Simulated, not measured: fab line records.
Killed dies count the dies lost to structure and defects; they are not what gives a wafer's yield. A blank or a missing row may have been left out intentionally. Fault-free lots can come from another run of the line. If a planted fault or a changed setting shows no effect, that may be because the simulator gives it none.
fab line records	flow sky130
record: lots: 4	wafers: 12	lastDay: 50
route steps=708 shown POLY_CUT@317 SD_P@320 RES_XHIGH@332 SD_N@342 METAL4@631 PAD_OPEN@708
lots untouched by any fault: they come from a run of this same line in which no faults occurred
startH: start of the lot's first displayed wafer, in hours after the record's first day	waitH: how many hours have passed since the lot's step before this one	" repeats the value in the row above	L1.1+2: one row covering several wafers at once	- no value present, or no start provided	* or withheld: withheld	< > ~ a bound
route shown NAME@n: names a module that has steps shown in the file, with the first one's number in the route	usual: mean/standard deviation of fault-free wafers	same: alike in all rows	chamber/n: place in a boat	sites: readings site by site	_std_site: the values' standard deviation	_edge_site: outer sites' mean less inner sites'	radiusMm: how far each site lies from the wafer's centre	mask NAME#n: copy n	behind: the most recent tool/chamber to have shaped the wafer	hold: why the lot went on hold/how many hours it stayed there/how the hold came to an end	device: which transistor (n, p or np) failed to switch	end of line: tests of these same wafers at the route's end	where a step has no rows: the recipe by itself	killed: the dies lost at the first sort to structure and to defects; this is not the yield of the wafer	map: dies across one wafer; x = killed, . = not, _ = none there
set.NAME: the run value of the setting; set.NAME@STEP: its run value at that earlier step	model.NAME: the simulator's own value behind a step, which no gauge read
a table for each step, a row for each wafer; lots at some steps of the route
services: a tool's chamber out of use, with start hour (startH, from the record's first day; less than 0 if before it), hours out, and reason
== steps ==
step: SKY_POLY_CUT_ETCH_10
recipe: chemistry: N2/H2	target: BARC	ionEnergyEv: 200	sourceW: 500	biasW: 100	pressureMtorr: 30	n2FlowSccm: 100	h2FlowSccm: 200	stopOn: SiO2	timeS: 45.9	targetDepthA: 600
step: SKY_POLY_CUT_ETCH_11
recipe: target: Si3N4	chemistry: CF4/CH2F2/Ar	stopOn: poly-Si	sourceW: 600	biasW: 150	pressureMtorr: 40	cf4FlowSccm: 40	ch2f2FlowSccm: 20	Ar_flow_sccm: 150	timeS: 42.5	targetDepthA: 600
step: SKY_POLY_CUT_STRIP_12
recipe: chemistry: O2/N2	powerW: 1400	pressureMtorr: 1500	platenTempC: withheld	o2FlowSccm: 3000	n2FlowSccm: 300	overashFraction: 0.5
step: SKY_SD_P_DEHYDRATE_00
recipe: tempC: 200	timeS: 60
step: SKY_SD_P_HMDS_01
recipe: primeTimeS: 60	primeTempC: 120
step: SKY_SD_P_COAT_02
recipe: resist: NOVOLAK	spinRpm: 3000	resistThkNm: 1140
step: SKY_SD_P_SOFTBAKE_03
recipe: tempC: 90.94	timeS: 60	resist: NOVOLAK
step: SKY_SD_P_EXPOSE_04
recipe: maskId: PSDM	na: 0.6	sourceShape: conventional	sigmaOuter: 0.6	polarization: unpolarized	targetCdNm: 380	doseMj: 138
step: SKY_SD_P_PEB_05
recipe: tempC: withheld	timeS: *	resist: NOVOLAK
step: SKY_SD_P_DEVELOP_06
recipe: resist: NOVOLAK	developer: TMAH	developTimeS: 60	devTempC: 23
step: SKY_SD_P_IMPLANT_09
recipe: species: BF2	energyKev: 20	doseCm2: 3e+15	tiltDeg: 0
usual: beamOnS: 14.4/0.61	faradayCurrentUA: 11420/480	tiltDeg: -0.003/0.023
lot.wafer	tool	chamber	startH	waitH	beamOnS	faradayCurrentUA	tiltDeg
L114.2	implanter-03	0	617.35	0.0	14.4	11396	0.001
L114.3	"	0	"	"	14.5	11332	-0.006
L114.4	"	0	"	"	14.6	11317	0.001
L117.2	implanter-03	0	645.77	0.0	11.8	13803	-0.039
L117.4	"	0	"	"	11.5	14335	-0.021
L117.6	"	0	"	"	11.7	14006	-0.034
L121.1	implanter-03	0	678.84	0.0	11.3	14453	-0.003
L121.4	"	0	"	"	11.7	13980	0.005
L121.6	"	0	"	"	11.8	13885	0.000
L132.1	implanter-01	0	784.52	0.0	13.3	12373	-0.010
L132.5	"	0	"	"	13.6	12018	0.013
L132.6	"	0	"	"	13.5	12164	0.005
step: SKY_SD_P_STRIP_10
recipe: chemistry: O2/N2	powerW: 1400	pressureMtorr: 1500	platenTempC: withheld	o2FlowSccm: 3000	n2FlowSccm: 300	overashFraction: 0.5
usual: drypumpMotorCurrentA: 5.7/0.41	o2FlowSccm: 2999/8.8	oesProductAu: 0.618/0.0044	stripTimeToEndpointS: 17.47/0.033
same: overashFraction: 0.5
lot.wafer	tool	chamber	startH	waitH	drypumpMotorCurrentA	o2FlowSccm	oesProductAu	rfHoursCounterH	stripTimeToEndpointS
L114.2	plasmaAsher-01	0	617.47	0.1	5.7	3004	0.618	91	17.46
L114.3	"	0	"	"	5.7	2997	0.624	-	17.41
L114.4	"	1	"	"	6.6	2997	0.614	-	17.45
L117.2	plasmaAsher-01	0	645.89	0.1	5.7	2990	0.622	92	17.04
L117.4	"	1	"	"	6.6	2994	0.628	-	17.01
L117.6	"	1	"	"	6.6	2983	0.626	-	16.98
L121.1	plasmaAsher-03	1	678.99	0.1	5.8	3011	0.632	27	17.03
L121.4	"	0	"	"	5.3	2985	0.641	-	17.01
L121.6	"	0	"	"	5.3	2987	0.631	-	17.02
L132.1	plasmaAsher-03	1	784.67	0.1	5.8	2999	0.622	37	17.44
L132.5	"	1	"	"	5.7	3001	0.611	-	17.45
L132.6	"	0	"	"	5.3	3002	0.614	-	17.43
step: SKY_SD_P_TW_MEAS_11
usual: SD_P_TW: 2832/11
lot.wafer	tool	chamber	startH	waitH	SD_P_TW
L114.2	filmMetro-01	-	617.61	0.1	2840
L114.3	"	-	"	"	2841
L114.4	"	-	"	"	2828
L117.2	filmMetro-01	-	646.00	0.1	2700
L117.4	"	-	"	"	2722
L117.6	"	-	"	"	2712
L121.1	filmMetro-02	-	679.09	0.1	2724
L121.4	"	-	"	"	2716
L121.6	"	-	"	"	2721
L132.1	filmMetro-02	-	784.77	0.1	2837
L132.5	"	-	"	"	2834
L132.6	"	-	"	"	2841
step: SKY_RES_XHIGH_DEHYDRATE_00
recipe: tempC: 200	timeS: 60
step: SKY_RES_XHIGH_HMDS_01
recipe: primeTimeS: 60	primeTempC: 120
step: SKY_RES_XHIGH_COAT_02
recipe: resist: NOVOLAK	spinRpm: 3000	resistThkNm: 1140
step: SKY_RES_XHIGH_SOFTBAKE_03
recipe: tempC: 90	timeS: 60	resist: NOVOLAK
step: SKY_RES_XHIGH_EXPOSE_04
recipe: maskId: URPM	na: 0.6	sourceShape: conventional	sigmaOuter: 0.6	polarization: unpolarized	targetCdNm: 1270	doseMj: 140
step: SKY_RES_XHIGH_PEB_05
recipe: tempC: withheld	timeS: *	resist: NOVOLAK
step: SKY_RES_XHIGH_DEVELOP_06
recipe: resist: NOVOLAK	developer: TMAH	developTimeS: 60	devTempC: 23
step: SKY_RES_XHIGH_IMPLANT_07
recipe: species: BF2	energyKev: 20	doseCm2: 3.624e+14	tiltDeg: 0
step: SKY_RES_XHIGH_STRIP_08
recipe: chemistry: O2/N2	powerW: 1400	pressureMtorr: 1500	platenTempC: withheld	o2FlowSccm: 3000	n2FlowSccm: 300	overashFraction: 0.5
step: SKY_SD_N_DEHYDRATE_00
recipe: tempC: 200	timeS: 60
step: SKY_SD_N_HMDS_01
recipe: primeTimeS: 60	primeTempC: 120
step: SKY_SD_N_COAT_02
recipe: resist: NOVOLAK	spinRpm: 3000	resistThkNm: 1140
step: SKY_SD_N_SOFTBAKE_03
recipe: tempC: 90	timeS: 60	resist: NOVOLAK
step: SKY_SD_N_EXPOSE_04
recipe: maskId: NSDM	na: 0.6	sourceShape: conventional	sigmaOuter: 0.6	polarization: unpolarized	targetCdNm: 380	doseMj: 141
step: SKY_SD_N_PEB_05
recipe: tempC: withheld	timeS: *	resist: NOVOLAK
step: SKY_SD_N_DEVELOP_06
recipe: resist: NOVOLAK	developer: TMAH	developTimeS: 60	devTempC: 23
step: SKY_SD_N_IMPLANT_09
recipe: species: As	energyKev: 50	doseCm2: 4e+15	tiltDeg: 0
step: SKY_SD_N_IMPLANT_10
recipe: species: P	energyKev: 20	doseCm2: 1e+14	tiltDeg: 0
step: SKY_SD_N_STRIP_11
recipe: chemistry: O2/N2	powerW: 1400	pressureMtorr: 1500	platenTempC: withheld	o2FlowSccm: 3000	n2FlowSccm: 300	overashFraction: 0.5
step: SKY_SD_N_CLEAN_13
recipe: chemistry: SC1/SC2	mix: 1:4:20	tempC: 70	timeS: 150	dry: n2Spin
step: SKY_SD_N_RTA_14
recipe: tempC: 1075	timeS: 2	idleTempC: 650	rampUpCPerS: 150	rampDownCPerS: 90	ambient: N2
step: SKY_SD_N_RS_MEAS_17
recipe: thkMeasGauge: four-point-probe
usual: SD_P_RS: 147.2/0.4
lot.wafer	tool	chamber	startH	waitH	SD_P_RS[ohm/sq]
L114.2	filmMetro-02	-	676.12	0.1	147.3
L114.3	"	-	"	"	148.0
L114.4	"	-	"	"	147.5
L117.2	filmMetro-01	-	703.01	0.1	150.9
L117.4	"	-	"	"	150.4
L117.6	"	-	"	"	150.6
L121.1	filmMetro-03	-	735.27	0.1	151.2
L121.4	"	-	"	"	151.1
L121.6	"	-	"	"	151.1
L132.1	filmMetro-03	-	839.50	0.1	147.9
L132.5	"	-	"	"	147.1
L132.6	"	-	"	"	147.3
step: SKY_METAL4_DESCUM_15
recipe: chemistry: O2	sourcePowerW: 150	biasPowerW: 0	pressureMtorr: 10	tempC: 40	timeS: 8
usual: drypumpMotorCurrentA: 5.9/0.54	oesProductAu: 1.002/0.0073	tempC: 40.00/0.12
lot.wafer	tool	chamber	startH	waitH	drypumpMotorCurrentA	oesProductAu	rfHoursCounterH	tempC	model.METAL4.cdNm
L114.2	rieMetal-01	1	1005.55	0.0	6.7	0.988	14	40.10	298.5
L114.3	"	1	"	"	6.8	0.985	-	39.95	299.3
L114.4	"	0	"	"	5.4	0.997	-	40.34	298.5
L117.2	rieMetal-03	1	1028.00	0.0	5.5	1.001	17	39.87	298.7
L117.4	"	1	"	"	5.6	1.004	-	39.94	298
L117.6	"	1	"	"	5.5	0.995	-	40.00	298.2
L121.1	rieMetal-01	0	1053.84	0.0	5.4	1.006	20	39.75	316.9
L121.4	"	0	"	"	5.4	1.003	-	39.76	317.9
L121.6	"	1	"	"	6.7	1.002	-	39.93	317.3
L132.1	rieMetal-04	1	1132.29	0.0	5.2	0.990	26	39.84	300.6
L132.5	"	1	"	"	5.2	0.998	-	39.89	300.7
L132.6	"	0	"	"	5.9	1.008	-	40.00	301.5
step: SKY_METAL4_METAL_ETCH_18
recipe: targetDepthA: 8450	stopOn: SiO2	overEtchFrac: 0.3	timeS: 183.1	chemistry: Cl2/BCl3	resistSidewallDeg: 88	pressureMtorr: 10	icpW: 900	biasW: 48.5	Cl2_flow_sccm: 60	bcl3FlowSccm: 30
usual: drypumpMotorCurrentA: 5.8/0.55	oesProductAu: 0.863/0.0049	throttleValvePct: 22.265/0.0099
lot.wafer	tool	chamber	startH	waitH	drypumpMotorCurrentA	oesProductAu	rfHoursCounterH	throttleValvePct	model.METAL4.cdNm
L114.2	rieMetal-03	0	1005.69	0.0	6.1	0.863	17	22.262	298.9
L114.3	"	1	"	"	5.6	0.864	-	22.256	295.7
L114.4	"	0	"	"	6.1	0.858	-	22.271	303.2
L117.2	rieMetal-04	1	1028.15	0.0	5.2	0.861	21	22.254	303.4
L117.4	"	1	"	"	5.2	0.864	-	22.250	300.7
L117.6	"	0	"	"	5.9	0.863	-	22.274	303.9
L121.1	rieMetal-01	1	1053.99	0.0	6.7	0.863	18	22.260	320.9
L121.4	"	1	"	"	6.7	0.860	-	22.282	319.5
L121.6	"	1	"	"	6.8	0.865	-	22.267	319.5
L132.1	rieMetal-01	1	1132.44	0.0	6.7	0.857	24	22.242	303.6
L132.5	"	0	"	"	5.3	0.857	-	22.248	302.1
L132.6	"	1	"	"	6.8	0.866	-	22.265	299.2
step: SKY_PAD_OPEN_PROBE_99
usual: killed_at_M0_to_M3: 43/6.9	killed_at_M4_up: 3.1/1.9	killedAtContacts: 24/5.4	killedAtFrontEnd: 14/4.3	killedAtOther: 0.3/0.53	killedDies: 84/9.5	killedOpen: 46/6.8	killedShort: 38/6
same: grossDies: 492	killedAtBackSide: 0
lot.wafer	tool	chamber	startH	waitH	killed_at_M0_to_M3	killed_at_M4_up	killedAtContacts	killedAtFrontEnd	killedAtOther	killedDies	killedOpen	killedShort	model.etest.resHighPo.lineOhmUm	model.etest.liconHighPo.rcOhm	model.etest.resPdiff.lineOhmUm	model.etest.resHighPo.rsOhmSq	model.etest.liconPdiff.rcOhm	model.etest.resPdiffHv.rsOhmSq	model.etest.resPdiff.rsOhmSq	model.etest.met4.widthNm
L114.2	prober-01	-	1099.35	0.1	46	4	31	18	0	99	50	48	752.9	338.6	1374	260.8	572.9	189.5	197.5	300.3
L114.3	prober-01	-	1099.40	0.2	35	0	21	15	1	72	43	29	789	354.1	1365	274.3	566	190.9	195.1	292.2
L114.4	prober-01	-	1099.45	0.2	46	2	19	11	0	78	50	28	743.8	354.4	1351	266.7	588.8	191.6	197	303
L117.2	prober-01	-	1119.32	0.1	45	5	23	14	0	87	46	41	890	486.5	1460	307.3	651.7	202.7	210.2	299.3
L117.4	prober-01	-	1119.42	0.2	42	0	26	20	0	88	49	39	869.2	465.1	1469	301.7	629.6	202.4	208.3	304.2
L117.6	prober-01	-	1119.52	0.2	43	3	22	11	0	79	47	32	869.7	502.7	1479	305.5	643.6	201.4	208.8	305.4
L121.1	prober-01	-	1140.81	0.1	41	2	26	18	0	87	53	34	889.7	463	1442	307.9	623	207.9	211.6	323.8
L121.4	prober-01	-	1140.96	0.2	49	1	17	15	0	82	44	38	889.4	470.2	1450	310.9	620.6	206	209.2	317.8
L121.6	prober-01	-	1141.06	0.2	47	3	24	13	0	87	44	43	887	492.3	1440	312.2	630.4	207.3	211.5	319.4
L132.1	prober-02	-	1206.65	0.1	45	4	23	21	1	94	49	45	761.3	370.1	1410	265.3	565	196	202.8	302.7
L132.5	prober-02	-	1206.85	0.2	35	1	25	19	1	81	40	41	762.9	365.8	1371	263.8	595.8	195.2	200.8	300.4
L132.6	prober-02	-	1206.90	0.2	45	0	24	17	0	86	52	34	765.7	354.4	1409	264.6	570.9	194.9	201.7	296.4
killed by level:class
L114.2 VIA1:geometricParticle:open=12 LI_CONTACT:geometricParticle:open=8 LOCAL_INTERCONNECT:geometricParticle:short=7 CONTACT:geometricParticle:short=7 CONTACT:geometricParticle:open=7 METAL2:geometricParticle:short=7 METAL1:geometricParticle:short=5 VIA3:geometricParticle:open=5
L114.3 VIA1:geometricParticle:open=9 LI_CONTACT:geometricParticle:open=7 CONTACT:geometricParticle:open=7 VIA3:geometricParticle:open=6 LOCAL_INTERCONNECT:geometricParticle:short=5 METAL2:geometricParticle:short=5 POLY_GATE:geometricParticle:open=4 POLY_GATE:geometricParticle:short=3
L114.4 VIA1:geometricParticle:open=11 VIA2:geometricParticle:open=11 CONTACT:geometricParticle:open=7 METAL1:geometricParticle:short=7 LI_CONTACT:geometricParticle:open=6 VIA3:geometricParticle:open=5 FIELD_ISO:geometricParticle:short=3 FIELD_ISO:geometricParticle:open=3
L117.2 VIA1:geometricParticle:open=12 VIA1:geometricParticle:short=9 VIA2:geometricParticle:open=8 LI_CONTACT:geometricParticle:open=6 LOCAL_INTERCONNECT:geometricParticle:short=5 VIA3:geometricParticle:open=5 FIELD_ISO:geometricParticle:short=4 CONTACT:geometricParticle:open=4
L117.4 VIA1:geometricParticle:open=13 LOCAL_INTERCONNECT:geometricParticle:short=8 CONTACT:geometricParticle:open=8 VIA3:geometricParticle:open=7 CONTACT:geometricParticle:short=5 FIELD_ISO:geometricParticle:open=4 FIELD_ISO:geometricParticle:short=4 METAL1:geometricParticle:short=4
L117.6 VIA2:geometricParticle:open=10 VIA1:geometricParticle:open=9 CONTACT:geometricParticle:open=8 VIA3:geometricParticle:open=6 LOCAL_INTERCONNECT:geometricParticle:short=5 CONTACT:geometricParticle:short=5 METAL2:geometricParticle:short=5 VIA1:geometricParticle:short=5
L121.1 VIA1:geometricParticle:open=17 CONTACT:geometricParticle:open=13 FIELD_ISO:geometricParticle:short=5 LI_CONTACT:geometricParticle:open=5 VIA1:geometricParticle:short=5 VIA3:geometricParticle:open=5 FIELD_ISO:geometricParticle:open=4 LOCAL_INTERCONNECT:geometricParticle:short=4
L121.4 VIA1:geometricParticle:open=15 METAL2:geometricParticle:short=8 CONTACT:geometricParticle:open=7 CONTACT:geometricParticle:short=5 VIA2:geometricParticle:open=5 VIA2:geometricParticle:short=5 VIA3:geometricParticle:open=4 VIA3:geometricParticle:short=4
L121.6 VIA1:geometricParticle:open=12 LI_CONTACT:geometricParticle:open=11 METAL1:geometricParticle:short=8 VIA2:geometricParticle:open=7 POLY_GATE:geometricParticle:short=5 VIA2:geometricParticle:short=5 CONTACT:geometricParticle:short=4 VIA1:geometricParticle:short=4
L132.1 VIA1:geometricParticle:open=12 VIA3:geometricParticle:open=8 CONTACT:geometricParticle:open=7 FIELD_ISO:geometricParticle:short=6 POLY_GATE:geometricParticle:short=6 LI_CONTACT:geometricParticle:open=6 METAL2:geometricParticle:short=6 VIA1:geometricParticle:short=5
L132.5 CONTACT:geometricParticle:open=8 VIA1:geometricParticle:short=7 FIELD_ISO:geometricParticle:open=6 LOCAL_INTERCONNECT:geometricParticle:short=5 VIA2:geometricParticle:open=5 FIELD_ISO:geometricParticle:short=4 POLY_GATE:geometricParticle:open=4 LI_CONTACT:geometricParticle:open=4
L132.6 LOCAL_INTERCONNECT:geometricParticle:short=9 VIA3:geometricParticle:open=8 POLY_GATE:geometricParticle:open=7 CONTACT:geometricParticle:open=7 VIA1:geometricParticle:open=7 VIA3:geometricParticle:short=7 FIELD_ISO:geometricParticle:open=5 LI_CONTACT:geometricParticle:open=5
== services ==
tool	chamber	startH	hours	kind
rieMetal-03	-	642.45	0.8	repair
implanter-03	-	644.14	0.7	repair
implanter-03	-	653.66	3.2	repair
rieMetal-04	-	654.74	14.6	pm
rieMetal-04	-	686.06	0.5	repair
rieMetal-04	0	702.28	14.1	repair
plasmaAsher-01	-	733.75	9.0	pm
implanter-03	-	757.60	5.0	pm
rieMetal-04	0	782.60	16.1	repair
plasmaAsher-03	-	801.79	5.6	repair
implanter-03	-	820.20	5.7	repair
rieMetal-04	-	821.47	4.0	pm
implanter-03	-	826.25	3.2	repair
rieMetal-03	-	843.08	1.7	repair
rieMetal-01	1	843.88	13.7	repair
plasmaAsher-03	-	854.29	2.8	pm
plasmaAsher-01	-	912.98	1.5	repair
plasmaAsher-01	-	967.23	26.0	repair
implanter-03	-	1016.67	3.5	repair
rieMetal-04	-	1028.83	28.1	pm
plasmaAsher-03	-	1036.43	1.5	repair
rieMetal-03	-	1046.07	28.1	pm
implanter-03	-	1104.86	2.7	repair
implanter-03	-	1127.31	3.4	repair
== key ==
firstSign: step: SKY_SD_P_IMPLANT_09	reading: faradayCurrentUA	direction: up	sigmas: 5.5	usual: 11420	struck: 14077
effect: step: SKY_SD_P_IMPLANT_09	reading: beamOnS	direction: down	sigmas: 4.5	usual: 14.4	struck: 11.7
effect: step: SKY_SD_P_STRIP_10	reading: stripTimeToEndpointS	direction: down	sigmas: 14	usual: *	struck: *
effect: step: SKY_SD_P_TW_MEAS_11	reading: SD_P_TW	direction: down	sigmas: 10	usual: 2832	struck: 2716
effect: step: SKY_SD_N_RS_MEAS_17	reading: SD_P_RS	direction: up	sigmas: 9.3	usual: 147.2	struck: 150.9
modelEffect: step: SKY_METAL4_DESCUM_15	value: METAL4.cdNm	without: 300.2	struck: 307.8
modelEffect: step: SKY_METAL4_METAL_ETCH_18	value: METAL4.cdNm	without: 303.7	struck: 311.3
modelEffect: step: SKY_PAD_OPEN_PROBE_99	value: etest.resHighPo.lineOhmUm	without: 753.8	struck: 882.5
metAt SKY_SD_P_IMPLANT_09
struckWafers L117.2,L117.4,L117.6,L121.1,L121.4,L121.6
testerLeftOut L117,L121
loopTrim: step: SKY_METAL4_EXPOSE_10	setting: dose	lots: L121
onsetBetween 617.35 645.77
fault: kind: processParameterDrift	tool: implanter-03	chamber: -	onsetH: 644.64	steps: SKY_SD_P_IMPLANT_09	channel: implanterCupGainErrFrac	offset: 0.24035	shape: step	endH: 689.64
testerLeftOut: of these lots the tester's yield and bins aren't shown, on N5 and GAA mostly nor the transistor test; their killed dies are dies lost to structure and defects alone, not to doping, threshold or leakage, so they don't give the yield
loopTrim: a control loop set the setting to another value than it would have without faults
